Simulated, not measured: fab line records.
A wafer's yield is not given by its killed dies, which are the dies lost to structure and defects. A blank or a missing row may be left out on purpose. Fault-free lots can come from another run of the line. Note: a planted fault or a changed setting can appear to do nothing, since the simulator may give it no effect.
Which of the tools did it? ; flow gf180mcu ; 21 wafers from 7 lots sampled at 2 of the route's 602 steps

## WHAT THE GAUGES READ, wafer by wafer
GF_NWELL_OVL_MEAS_07.
lot;measured;on;NWELL_OVL (nm)
L980;day 3 15:20;overlay-01;0.3 1.0 1.4
L983;day 4 06:34;overlay-01;1.1 -0.2 -0.8
L987;day 5 02:48;overlay-01;-0.2 -1.1 0.9
L995;day 6 22:47;overlay-01;1.5 1.3 -0.3
L997;day 7 10:08;overlay-01;1.5 1.7 0.8
L100;day 8 01:40;overlay-01;-2.3 0.0 -0.2
L102;day 8 13:37;overlay-01;2.6 1.3 1.8

## EACH LOT AND THE TOOL THAT RAN IT (in order: tool; ch and the chambers of the sampled wafers; start)
lot;GF_NWELL_DEVELOP_06
L980;litho-track-01 ch 0, day 3 15:00
L983;litho-track-03 ch 0, day 4 06:00
L987;litho-track-02 ch 0, day 5 02:00
L995;litho-track-01 ch 0, day 6 22:00
L997;litho-track-01 ch 0, day 7 10:00
L100;litho-track-03 ch 0, day 8 01:00
L102;litho-track-03 ch 0, day 8 13:00
- GF_NWELL_DEVELOP_06: develop time 60 s.

## THE ANSWER, worked out from the rows above alone
Rule: the usual values come from the lots themselves. The widest of any qualifying gaps counts: lots, ordered by their means at a reading, are off when they make up no more than a third of the lots, leave a main group of 4 or more, and stand apart from it by 3 or more times the standard deviation of that group's means. Not used: any main group whose means are identical at the precision the tables above print for the reading. Also off: a lot with no number at a reading for which 4 or more lots have one. The other lots that the step has rows for count as sound.
None of the lots is off at any reading shown; this tells nothing.

## WHAT HAD BEEN PUT IN BY THE SIMULATOR
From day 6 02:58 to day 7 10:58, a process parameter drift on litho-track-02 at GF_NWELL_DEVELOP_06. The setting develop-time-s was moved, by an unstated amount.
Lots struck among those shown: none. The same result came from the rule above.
